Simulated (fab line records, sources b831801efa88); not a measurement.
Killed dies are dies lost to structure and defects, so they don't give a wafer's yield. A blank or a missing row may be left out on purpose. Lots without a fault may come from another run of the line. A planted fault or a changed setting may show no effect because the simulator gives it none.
Chamber matching | flow gf180mcu | GF_CONTACT_CMP_04 on cmp-02: 4 sister chambers
The step polishes SiO2. 16 wafers are shown with their chamber, then 8 later ones without.

WAFERS WITH THEIR CHAMBER
wafer  | chamber | motor_current_A (A) | time_to_endpoint_s (s) | retaining_ring_pressure_frac
L108.1 | 2       | 13.7                | 110                    | 1.005
L108.2 | 3       | 12.5                | 100                    | 1.009
L108.5 | 0       | 10.4                | 122                    | 1.004
L110.3 | 2       | 13.1                | 108                    | 0.999
L110.4 | 0       | 10.9                | 118                    | 1.001
L110.5 | 0       | 10.5                | 109                    | 0.990
L119.1 | 0       | 10.5                | 111                    | 1.009
L119.4 | 2       | 13.0                | 112                    | 0.997
L119.6 | 0       | 10.1                | 118                    | 1.009
L121.1 | 1       | 12.6                | 112                    | 1.000
L121.3 | 0       | 10.1                | 111                    | 0.996
L121.5 | 0       | 10.1                | 124                    | 1.007
L124.2 | 1       | 13.3                | 107                    | 0.994
L124.5 | 3       | 12.1                | 111                    | 0.998
L124.6 | 0       | 10.4                | 115                    | 1.005
L125.1 | 1       | 12.6                | 109                    | 0.994

SIGNATURES (means of the wafers above)
reading                      | chamber 0 | chamber 1 | chamber 2 | chamber 3 | scatter within a chamber
motor_current_A              | 10.375    | 12.833    | 13.267    | 12.300    | 0.32
time_to_endpoint_s           | 116.00    | 109.33    | 110.00    | 105.50    | 4.91
retaining_ring_pressure_frac | 1.00262   | 0.99600   | 1.00033   | 1.00350   | 0.00601
Rule: a wafer's distance from a chamber is the root of the sum, over the readings, of the square of ((its reading less the chamber's mean) divided by the reading's scatter). The wafer belongs to the nearest chamber; if the next one is less than 2 further off, it can't be placed. The scatter: the root of (the sum of the squares of (reading less its chamber's mean) over the shown wafers, divided by (wafers less chambers)).

WAFERS WITHOUT THEIR CHAMBER
wafer  | motor_current_A (A) | time_to_endpoint_s (s) | retaining_ring_pressure_frac
L125.2 | 10.5                | 110                    | 1.000
L125.4 | 13.2                | 115                    | 0.996
L130.1 | 12.0                | 106                    | 0.991
L130.2 | 13.0                | 106                    | 0.994
L130.3 | 14.3                | 116                    | 1.005
L131.1 | 12.8                | 121                    | 0.989
L131.4 | 13.1                | 123                    | 1.007
L131.6 | 13.2                | 121                    | 0.997

WHICH CHAMBER EACH WENT THROUGH
wafer  | from the rows above          | in truth
L125.2 | 0                            | 0
L125.4 | can't be placed: 2 or 1      | 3
L130.1 | can't be placed: 3 or 1      | 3
L130.2 | can't be placed: 1 or 2 or 3 | 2
L130.3 | can't be placed: 2 or 1      | 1
L131.1 | can't be placed: 1 or 2 or 3 | 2
L131.4 | can't be placed: 2 or 1 or 3 | 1
L131.6 | can't be placed: 2 or 1      | 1
Placed correctly: 1 of 8. Can't be placed from these rows: 7 (the true chamber is among the candidates in 6). Placed wrongly: 0.
